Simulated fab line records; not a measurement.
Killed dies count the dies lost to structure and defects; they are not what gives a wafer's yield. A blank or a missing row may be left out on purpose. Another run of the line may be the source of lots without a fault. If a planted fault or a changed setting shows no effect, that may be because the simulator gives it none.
Comparing a struck lot with a sound one / flow sky130 / 15 out of 708 route steps
Sound: wafers L435.1, L435.3, L435.5. Wafers L446.2, L446.3, L446.6 were the ones struck. At the end, the cause is stated.
For every step that has rows: the tool of each side, followed by ch and its chambers, followed by its first start. Under that, the readings that differ: sound wafers / struck wafers / difference of the means / sigmas: that difference in standard deviations of wafers without a fault.
alike: a reading whose means differ by less than 2 such deviations, as well as words and numbers matching on both sides. not compared: withheld readings; readings where some wafer has no value; bounds like >300 that might hide an equal value; numbers whose values overlap and for which the record gives no deviation.
Wherever a step has rows on one side only, a row that says differs or no value, or a row with sigmas, the two part there. Numbers that have no deviation but don't overlap get no sigmas and don't part them. Lack of a reading on every wafer of one side parts them only where that side has two or more wafers.

first, 5 steps without rows for these wafers: SKY_GATE_OXIDE_COAT_05 (resist thk 1140 nm); SKY_GATE_OXIDE_SOFTBAKE_06 (time 60 s); SKY_GATE_OXIDE_EXPOSE_07 (exposes mask LVOM, target cd 600 nm); SKY_GATE_OXIDE_PEB_08; SKY_GATE_OXIDE_DEVELOP_09 (develop time 60 s).
SKY_GATE_OXIDE_OVL_MEAS_10:
  sound on overlay-01, day 14 05:20; struck on overlay-02, day 17 12:02
  alike: GATE_OXIDE_OVL
then, 2 steps without rows for these wafers: SKY_GATE_OXIDE_IMPLANT_11; SKY_GATE_OXIDE_WET_ETCH_12 (etches SiO2 in dHF, target depth 16.8 nm, time 336 s).
SKY_GATE_OXIDE_STRIP_13: strips in O2/N2.
  sound on plasmaAsher-03 ch 0,1, day 14 05:37; struck on plasmaAsher-01 ch 0,1, day 17 12:19
  alike: drypumpMotorCurrentA, oesProductAu, stripTimeToEndpointS
  not compared: rfHoursCounterH
SKY_GATE_OXIDE_TW_MEAS_14:
  sound on filmMetro-02, day 14 05:43; struck on filmMetro-04, day 17 12:25
reading=GATE_OXIDE_TW; sound=225.6 225.7 224.9; struck=220.8 221.2 220.3; difference=-4.6; sigmas=-2
then, 2 steps without rows for these wafers: SKY_GATE_OXIDE_CLEAN_15 (cleans in SC1/SC2, time 150 s); SKY_GATE_OXIDE_OXIDATION_16 (stabilise 600 s, purge 300 s, target thk 3.57 nm).
-- the record jumps here: 5 days lie between the struck wafers' starts before and after (it left off in module GATE_OXIDE and takes up again in module POLY_GATE, whose first step shown is number 204 of the route) --
SKY_POLY_GATE_CVD_00: deposits poly-Si, target thk 180 nm, time 720 s.
  sound on lpcvd-01 ch 1, day 14 13:38; struck on lpcvd-01 ch 1, day 22 20:50
SKY_POLY_GATE_THK_MEAS_01:
  sound on filmMetro-01, day 14 15:26; struck on filmMetro-01, day 22 22:02
  alike: POLY_GATE_CVD_00_THK
-- the record jumps here: 31 days lie between the struck wafers' starts before and after (it left off in module POLY_GATE and takes up again in module PAD_OPEN, whose first step shown is number 708 of the route) --
SKY_PAD_OPEN_PROBE_99:
  sound on prober-01, day 46 04:09; struck on prober-02, day 53 10:38
  alike: killed_at_M0_to_M3, killed_at_M4_up, killedAtContacts, killedAtFrontEnd, killedAtOther, killedDies, killedOpen, killedShort
  not compared: model.etest.capThickOxide.gateBvV, model.etest.capOno.gateBvV, model.etest.capThinOxide.gateBvV

WHERE THEY PART
Only at SKY_GATE_OXIDE_TW_MEAS_14, as far as this record shows. Later steps at which nothing parts them and some readings are alike: SKY_POLY_GATE_THK_MEAS_01, SKY_PAD_OPEN_PROBE_99.

WHY: what the simulator had put in
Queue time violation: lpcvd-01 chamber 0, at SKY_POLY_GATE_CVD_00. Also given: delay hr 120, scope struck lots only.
